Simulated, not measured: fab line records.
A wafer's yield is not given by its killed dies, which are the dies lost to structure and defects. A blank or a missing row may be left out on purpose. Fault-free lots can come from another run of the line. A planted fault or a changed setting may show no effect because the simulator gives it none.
fab line records    flow sky130
record: lots: 14  wafers: 42  last_day: 50
route steps=708 shown FIELD_ISO@11 PAD_OPEN@708
lots with no fault: from the same line, run without faults
start_h: hours from the record's first day to the start of the lot's first wafer shown    wait_h: hours since the lot's step before    " as in the row above    L1.1+2: a row that stands for several wafers    - value missing, or start not given    * or withheld: withheld    < > ~ a bound
route shown NAME@n: NAME is a module with steps in the file, n the number in the route of the first one    usual: mean and standard deviation over wafers with no fault    same: alike in all rows    chamber/n: place in a boat    sites: the reading at each site    _std_site: the values' standard deviation    _edge_site: the outer-site mean with the inner-site mean subtracted    radius_mm: how far each site lies from the wafer's centre    mask NAME#n: copy n    behind: the last tool/chamber to shape the wafer    hold: why the lot was held/for how many hours/how that ended    device: the n, p or np transistor that did not switch    end of line: at the end of the route, the tests of the same wafers    step lacking rows: just its recipe    killed: not the wafer's yield, but the dies lost to structure and defects at the first sort    map: the dies of a wafer, with x for killed, . for not killed, _ for no die there
set.NAME: the run value of the setting; set.NAME@STEP: its run value at that earlier step    model.NAME: the simulator's own value behind a step, which no gauge read
the route's steps for a sample of lots (tables are steps, rows are wafers)
services: the hour from which a tool's chamber was out of use, counted from the record's first day as start_h (under 0 if before that day), plus the number of hours and why
== steps ==
step: SKY_FIELD_ISO_EXPOSE_10
recipe: mask_id: FOM  na: 0.68  source_shape: annular  sigma_inner: 0.4  sigma_outer: 0.8  target_cd_nm: 150  dose_mj: 28
usual: exposure_dose_mJ_cm2: 27.993/0.029
same: sigma_outer: 0.8
lot.wafer  tool            chamber  start_h  wait_h  mask   exposure_dose_mJ_cm2
L707.3     krf_scanner-01  0        21.61    -       FOM#0  27.986
L707.4     "               0        "        "       FOM#0  27.999
L707.5     "               0        "        "       FOM#0  27.974
L708.1     krf_scanner-01  0        27.20    -       FOM#0  28.001
L708.4     "               0        "        "       FOM#0  27.935
L708.6     "               0        "        "       FOM#0  27.997
L709.1     krf_scanner-01  0        32.67    -       FOM#0  28.017
L709.4     "               0        "        "       FOM#0  27.995
L709.5     "               0        "        "       FOM#0  28.017
L710.1     krf_scanner-01  0        38.49    -       FOM#0  28.000
L710.3     "               0        "        "       FOM#0  27.996
L710.6     "               0        "        "       FOM#0  28.002
L711.3     krf_scanner-02  0        41.40    -       FOM#0  27.955
L711.4     "               0        "        "       FOM#0  27.955
L711.6     "               0        "        "       FOM#0  27.986
L714.3     krf_scanner-01  0        58.91    -       FOM#0  28.016
L714.4     "               0        "        "       FOM#0  28.004
L714.5     "               0        "        "       FOM#0  28.016
L715.2     krf_scanner-02  0        64.17    -       FOM#0  27.998
L715.4     "               0        "        "       FOM#0  28.021
L715.5     "               0        "        "       FOM#0  27.996
L718.2     krf_scanner-02  0        77.33    -       FOM#0  36.266
L718.3     "               0        "        "       FOM#0  36.249
L718.6     "               0        "        "       FOM#0  36.238
L720.2     krf_scanner-02  0        88.44    -       FOM#0  34.574
L720.5     "               0        "        "       FOM#0  34.603
L720.6     "               0        "        "       FOM#0  34.611
L722.2     krf_scanner-01  0        98.29    -       FOM#0  27.933
L722.4     "               0        "        "       FOM#0  27.948
L722.5     "               0        "        "       FOM#0  27.964
L724.1     krf_scanner-01  0        109.67   -       FOM#0  28.033
L724.3     "               0        "        "       FOM#0  28.014
L724.4     "               0        "        "       FOM#0  28.007
L727.1     krf_scanner-01  0        124.36   -       FOM#0  28.001
L727.2     "               0        "        "       FOM#0  28.024
L727.3     "               0        "        "       FOM#0  27.995
L728.4     krf_scanner-01  0        128.30   -       FOM#0  28.025
L728.5     "               0        "        "       FOM#0  28.023
L728.6     "               0        "        "       FOM#0  28.027
L729.3     krf_scanner-01  0        135.19   -       FOM#0  28.034
L729.4     "               0        "        "       FOM#0  28.055
L729.5     "               0        "        "       FOM#0  28.053
step: SKY_FIELD_ISO_CD_MEAS_13
recipe: target_cd_nm: 150
usual: cd_nm: 149.7/1.3
lot.wafer  tool       chamber  start_h  wait_h  cd_nm
L707.3     cd_sem-01  -        29.01    -       150.0
L707.4     "          -        "        "       150.4
L707.5     "          -        "        "       148.7
L708.1     cd_sem-01  -        34.02    -       148.8
L708.4     "          -        "        "       148.7
L708.6     "          -        "        "       147.5
L709.1     cd_sem-02  -        40.32    -       148.9
L709.4     "          -        "        "       148.6
L709.5     "          -        "        "       148.3
L710.1     cd_sem-01  -        46.10    -       150.5
L710.3     "          -        "        "       148.6
L710.6     "          -        "        "       147.8
L711.3     cd_sem-01  -        48.68    -       150.6
L711.4     "          -        "        "       149.6
L711.6     "          -        "        "       149.9
L714.3     cd_sem-01  -        66.61    -       151.3
L714.4     "          -        "        "       148.7
L714.5     "          -        "        "       150.3
L715.2     cd_sem-01  -        71.77    -       149.1
L715.4     "          -        "        "       149.4
L715.5     "          -        "        "       149.5
L718.2     cd_sem-01  -        84.97    -       96.9
L718.3     "          -        "        "       96.6
L718.6     "          -        "        "       98.4
L720.2     cd_sem-01  -        97.49    -       107.6
L720.5     "          -        "        "       107.5
L720.6     "          -        "        "       107.0
L722.2     cd_sem-02  -        106.54   -       153.0
L722.4     "          -        "        "       152.3
L722.5     "          -        "        "       153.1
L724.1     cd_sem-01  -        118.92   -       150.0
L724.3     "          -        "        "       151.9
L724.4     "          -        "        "       150.1
L727.1     cd_sem-01  -        134.05   -       148.9
L727.2     "          -        "        "       151.8
L727.3     "          -        "        "       150.3
L728.4     cd_sem-01  -        138.05   -       149.6
L728.5     "          -        "        "       151.6
L728.6     "          -        "        "       149.7
L729.3     cd_sem-01  -        144.24   -       151.6
L729.4     "          -        "        "       151.3
L729.5     "          -        "        "       150.0
step: SKY_PAD_OPEN_PROBE_99
usual: killed_at_M0_to_M3: 43/6.7  killed_at_M4_up: 3.2/1.8  killed_at_contacts: 24/4.8  killed_at_front_end: 16/4.2  killed_at_other: 0.3/0.56  killed_dies: 86/8.5  killed_on_rim: 17/3.9  killed_open: 47/6.7  killed_short: 39/6
same: gross_dies: 492  killed_at_back_side: 0
lot.wafer  tool       chamber  start_h  wait_h  killed_at_M0_to_M3  killed_at_M4_up  killed_at_contacts  killed_at_front_end  killed_at_other  killed_dies  killed_on_rim  killed_open  killed_short
L710.1     prober-02  -        1090.83  0.1     35                  4                19                  20                   0                78           15             45           32
L710.3     prober-02  -        1090.93  0.2     40                  5                19                  16                   0                80           16             46           34
L710.6     prober-02  -        1091.08  0.2     50                  1                21                  18                   0                90           17             55           35
L711.3     prober-01  -        1099.54  0.2     43                  2                14                  19                   1                79           16             41           38
L711.4     prober-01  -        1099.59  0.2     43                  2                24                  16                   0                85           19             50           35
L711.6     prober-01  -        1099.69  0.2     50                  4                16                  18                   1                89           14             46           43
L714.3     prober-02  -        1121.00  0.2     49                  3                16                  20                   0                88           17             55           33
L714.4     prober-02  -        1121.05  0.2     38                  1                20                  17                   0                76           14             40           36
L714.5     prober-02  -        1121.10  0.2     36                  1                21                  11                   0                69           15             33           36
L715.2     prober-01  -        1126.90  0.1     50                  5                30                  9                    0                94           21             58           36
L715.4     prober-01  -        1127.00  0.2     48                  3                20                  9                    0                80           13             45           35
L715.5     prober-01  -        1127.05  0.2     41                  6                31                  17                   0                95           24             54           41
L718.2     prober-02  -        1138.50  0.1     45                  6                24                  416                  1                492          96             51           38
L718.3     prober-02  -        1138.55  0.2     40                  3                28                  420                  1                492          96             50           42
L718.6     prober-02  -        1138.70  0.2     48                  3                24                  417                  0                492          96             43           53
L720.2     prober-02  -        1152.00  0.1     57                  4                30                  401                  0                492          96             57           49
L720.5     prober-02  -        1152.15  0.2     54                  2                27                  409                  0                492          96             55           48
L720.6     prober-02  -        1152.20  0.2     48                  4                25                  415                  0                492          96             53           50
killed by level:class
L710.1 CONTACT:geometric_particle:open=10 FIELD_ISO:geometric_particle:short=8 VIA3:geometric_particle:open=8 VIA2:geometric_particle:open=7 VIA1:geometric_particle:open=6 METAL1:geometric_particle:short=5 FIELD_ISO:geometric_particle:open=4 LOCAL_INTERCONNECT:geometric_particle:short=4
L710.3 VIA1:geometric_particle:open=10 VIA3:geometric_particle:open=9 FIELD_ISO:geometric_particle:short=7 LI_CONTACT:geometric_particle:open=7 CONTACT:geometric_particle:open=6 METAL2:geometric_particle:short=6 CONTACT:geometric_particle:short=5 POLY_GATE:geometric_particle:open=5
L710.6 VIA1:geometric_particle:open=10 VIA3:geometric_particle:open=10 CONTACT:geometric_particle:open=8 VIA2:geometric_particle:open=8 LI_CONTACT:geometric_particle:open=5 VIA2:geometric_particle:short=5 FIELD_ISO:geometric_particle:short=4 POLY_GATE:geometric_particle:short=4
L711.3 VIA1:geometric_particle:open=12 FIELD_ISO:geometric_particle:short=6 VIA1:geometric_particle:short=6 FIELD_ISO:geometric_particle:open=5 CONTACT:geometric_particle:open=5 METAL3:geometric_particle:short=5 VIA3:geometric_particle:short=4 VIA2:geometric_particle:open=4
L711.4 LI_CONTACT:geometric_particle:open=12 VIA1:geometric_particle:open=10 CONTACT:geometric_particle:open=9 METAL2:geometric_particle:short=5 METAL1:geometric_particle:short=5 VIA3:geometric_particle:open=5 VIA1:geometric_particle:short=5 FIELD_ISO:geometric_particle:short=4
L711.6 VIA1:geometric_particle:open=13 METAL1:geometric_particle:short=9 FIELD_ISO:geometric_particle:short=7 CONTACT:geometric_particle:open=6 METAL2:geometric_particle:short=6 VIA2:geometric_particle:open=6 METAL2:geometric_particle:open=4 LI_CONTACT:geometric_particle:open=3
L714.3 VIA1:geometric_particle:open=12 VIA3:geometric_particle:open=10 LI_CONTACT:geometric_particle:open=7 VIA3:geometric_particle:short=7 CONTACT:geometric_particle:open=6 POLY_GATE:geometric_particle:open=5 VIA1:geometric_particle:short=5 FIELD_ISO:geometric_particle:short=4
L714.4 VIA1:geometric_particle:open=9 METAL2:geometric_particle:short=9 POLY_GATE:geometric_particle:open=7 CONTACT:geometric_particle:open=6 FIELD_ISO:geometric_particle:short=5 VIA2:geometric_particle:open=5 LI_CONTACT:geometric_particle:open=5 CONTACT:geometric_particle:short=5
L714.5 VIA1:geometric_particle:short=10 VIA1:geometric_particle:open=7 LI_CONTACT:geometric_particle:open=6 CONTACT:geometric_particle:open=6 FIELD_ISO:geometric_particle:short=5 LOCAL_INTERCONNECT:geometric_particle:short=5 VIA2:geometric_particle:open=5 METAL2:geometric_particle:short=4
L715.2 VIA1:geometric_particle:open=14 VIA2:geometric_particle:open=10 LI_CONTACT:geometric_particle:open=9 CONTACT:geometric_particle:open=8 VIA1:geometric_particle:short=7 VIA3:geometric_particle:open=5 LOCAL_INTERCONNECT:geometric_particle:short=4 CONTACT:geometric_particle:short=4
L715.4 VIA1:geometric_particle:open=11 VIA1:geometric_particle:short=8 LOCAL_INTERCONNECT:geometric_particle:short=6 CONTACT:geometric_particle:open=6 METAL2:geometric_particle:short=6 LI_CONTACT:geometric_particle:open=5 VIA3:geometric_particle:open=5 FIELD_ISO:geometric_particle:short=4
L715.5 LI_CONTACT:geometric_particle:open=15 VIA1:geometric_particle:open=8 VIA3:geometric_particle:open=8 CONTACT:geometric_particle:open=7 METAL1:geometric_particle:short=6 FIELD_ISO:geometric_particle:open=5 FIELD_ISO:geometric_particle:short=5 METAL4:geometric_particle:short=5
L718.2 FIELD_ISO:area_expose=402 VIA1:geometric_particle:open=12 CONTACT:geometric_particle:open=11 VIA2:geometric_particle:open=7 FIELD_ISO:geometric_particle:open=5 LI_CONTACT:geometric_particle:open=5 LI_CONTACT:geometric_particle:short=5 METAL1:geometric_particle:short=5
L718.3 FIELD_ISO:area_expose=400 LI_CONTACT:geometric_particle:open=10 CONTACT:geometric_particle:short=8 FIELD_ISO:geometric_particle:open=6 VIA2:geometric_particle:short=6 VIA2:geometric_particle:open=6 VIA3:geometric_particle:open=6 FIELD_ISO:geometric_particle:short=5
L718.6 FIELD_ISO:area_expose=396 VIA1:geometric_particle:open=8 VIA3:geometric_particle:open=8 VIA1:geometric_particle:short=6 LOCAL_INTERCONNECT:geometric_particle:short=6 METAL1:geometric_particle:short=6 CONTACT:geometric_particle:short=5 VIA2:geometric_particle:short=5
L720.2 FIELD_ISO:area_expose=386 CONTACT:geometric_particle:open=10 VIA2:geometric_particle:open=9 METAL2:geometric_particle:short=8 VIA1:geometric_particle:open=8 VIA3:geometric_particle:open=8 LI_CONTACT:geometric_particle:open=7 METAL3:geometric_particle:short=7
L720.5 FIELD_ISO:area_expose=389 VIA1:geometric_particle:open=14 VIA2:geometric_particle:open=11 LI_CONTACT:geometric_particle:open=9 VIA1:geometric_particle:short=7 LOCAL_INTERCONNECT:geometric_particle:short=6 FIELD_ISO:geometric_particle:open=5 CONTACT:geometric_particle:short=5
L720.6 FIELD_ISO:area_expose=389 VIA1:geometric_particle:open=11 FIELD_ISO:geometric_particle:open=7 LI_CONTACT:geometric_particle:open=7 FIELD_ISO:geometric_particle:short=6 VIA3:geometric_particle:open=6 VIA2:geometric_particle:open=5 LOCAL_INTERCONNECT:geometric_particle:short=5
== services ==
tool            chamber  start_h  hours  kind
krf_scanner-01  -        21.69    1.3    pm
krf_scanner-02  -        30.73    1.0    pm
krf_scanner-02  -        49.25    0.8    pm
krf_scanner-02  -        70.33    3.6    repair
krf_scanner-01  -        76.47    0.8    pm
krf_scanner-02  -        78.70    4.4    pm
krf_scanner-01  -        89.00    1.0    pm
krf_scanner-02  -        97.37    3.6    pm
krf_scanner-01  -        101.66   3.6    pm
krf_scanner-01  -        117.97   1.5    repair
== key ==
first_sign: step: SKY_FIELD_ISO_EXPOSE_10  reading: exposure_dose_mJ_cm2  direction: up  sigmas: 99+  usual: *  struck: *
effect: step: SKY_FIELD_ISO_CD_MEAS_13  reading: cd_nm  direction: down  sigmas: 37  usual: 149.7  struck: 102.3  through: control_loop
effect: step: SKY_PAD_OPEN_PROBE_99  reading: killed_at_front_end  direction: up  sigmas: 95  usual: 16  struck: 413
more_kills_born_at: SKY_FIELD_ISO_EXPOSE_10@krf_scanner-02: 2363
met_at SKY_FIELD_ISO_EXPOSE_10
struck_lots L718,L720
later_rows_left_out L718.2,L718.3,L718.6,L720.2,L720.5,L720.6
tester_left_out L718,L720
loop_trim: step: SKY_FIELD_ISO_EXPOSE_10  setting: dose  lots: L720
onset_between 64.17 77.33
fault: kind: process_parameter_drift  tool: krf_scanner-02  chamber: -  onset_h: 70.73  steps: SKY_FIELD_ISO_EXPOSE_10  channel: dose_mj  offset: 8.2967  shape: step  acts_in: these_recipes_only  stated: 28
tester_left_out: of these lots the tester's yield and bins aren't shown, on N5 and GAA mostly nor the transistor test; their killed dies are dies lost to structure and defects alone, not to doping, threshold or leakage, so they don't give the yield
later_rows_left_out: the simulator's readings of these wafers behind a module that went badly wrong aren't trusted and aren't shown, but for the sort
loop_trim: a control loop set the setting to another value than it would have without faults
